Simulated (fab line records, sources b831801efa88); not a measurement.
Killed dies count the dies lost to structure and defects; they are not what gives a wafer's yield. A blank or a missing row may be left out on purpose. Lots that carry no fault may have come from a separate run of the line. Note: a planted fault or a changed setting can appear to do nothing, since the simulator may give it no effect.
Chamber matching + flow sky130 + SKY_POLY_GATE_ETCH_17 on rie si-02 has 4 sister chambers
The step etches poly-Si in HBr/Cl2, stops on SiO2, target depth 180 nm, time 70.5 s. 14 wafers are shown with their chamber, then 7 later ones without.

== EACH WAFER AND ITS CHAMBER ==
| wafer  | chamber | drypump motor current A (A) | throttle valve pct (%) | oes product au (a.u.) |
|--------|---------|-----------------------------|------------------------|-----------------------|
| L185.2 | 3       | 5.7                         | 33.669                 | 0.994                 |
| L185.4 | 0       | 5.0                         | 33.695                 | 0.985                 |
| L185.6 | 3       | 5.8                         | 33.687                 | 0.989                 |
| L187.1 | 1       | 5.2                         | 33.685                 | 0.998                 |
| L187.3 | 0       | 5.1                         | 33.705                 | 1.000                 |
| L187.5 | 0       | 5.1                         | 33.685                 | 0.987                 |
| L189.1 | 2       | 5.7                         | 33.710                 | 0.989                 |
| L189.5 | 2       | 5.7                         | 33.693                 | 0.996                 |
| L189.6 | 0       | 5.0                         | 33.682                 | 0.988                 |
| L188.1 | 0       | 5.0                         | 33.691                 | 0.975                 |
| L188.4 | 0       | 5.0                         | 33.687                 | 0.979                 |
| L188.5 | 2       | 5.7                         | 33.696                 | 1.001                 |
| L193.1 | 3       | 5.7                         | 33.671                 | 0.986                 |
| L193.2 | 0       | 5.0                         | 33.686                 | 0.976                 |

SIGNATURES (averages over the wafers above)
| reading                 | chamber 0 | chamber 1 | chamber 2 | chamber 3 | scatter within a chamber |
|-------------------------|-----------|-----------|-----------|-----------|--------------------------|
| drypump motor current A | 5.029     | 5.200     | 5.700     | 5.733     | 0.0458                   |
| throttle valve pct      | 33.69014  | 33.68500  | 33.69967  | 33.67567  | 0.00851                  |
| oes product au          | 0.98429   | 0.99800   | 0.99533   | 0.98967   | 0.00746                  |
Rule: a wafer's distance from a chamber is the root of the sum, over the readings, of the square of ((its reading less the chamber's mean) divided by the reading's scatter). The wafer belongs to the nearest chamber; if the next one is less than 2 further off, it can't be placed. The scatter is the square root of a quotient: the sum, over the shown wafers, of each reading's squared deviation from its chamber's mean, divided by wafers minus chambers.

== WAFERS MISSING THEIR CHAMBER ==
| wafer  | drypump motor current A (A) | throttle valve pct (%) | oes product au (a.u.) |
|--------|-----------------------------|------------------------|-----------------------|
| L193.5 | 5.7                         | 33.676                 | 0.987                 |
| L206.1 | 5.8                         | 33.689                 | 0.991                 |
| L206.2 | 5.7                         | 33.671                 | 0.984                 |
| L206.3 | 5.2                         | 33.684                 | 0.989                 |
| L208.2 | 5.2                         | 33.683                 | 0.991                 |
| L208.5 | 5.0                         | 33.686                 | 0.996                 |
| L208.6 | 5.7                         | 33.687                 | 0.978                 |

== WHICH CHAMBER EACH WENT THROUGH ==
| wafer  | from the rows above     | in truth                   |
|--------|-------------------------|----------------------------|
| L193.5 | 3                       | 3                          |
| L206.1 | can't be placed: 3 or 2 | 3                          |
| L206.2 | 3                       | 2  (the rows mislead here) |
| L206.3 | 1                       | 1                          |
| L208.2 | 1                       | 1                          |
| L208.5 | 0                       | 0                          |
| L208.6 | can't be placed: 3 or 2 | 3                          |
Placed correctly: 4 of 7. Can't be placed from these rows: 2 (the true chamber is among the candidates in 2). Number placed wrongly: 1.
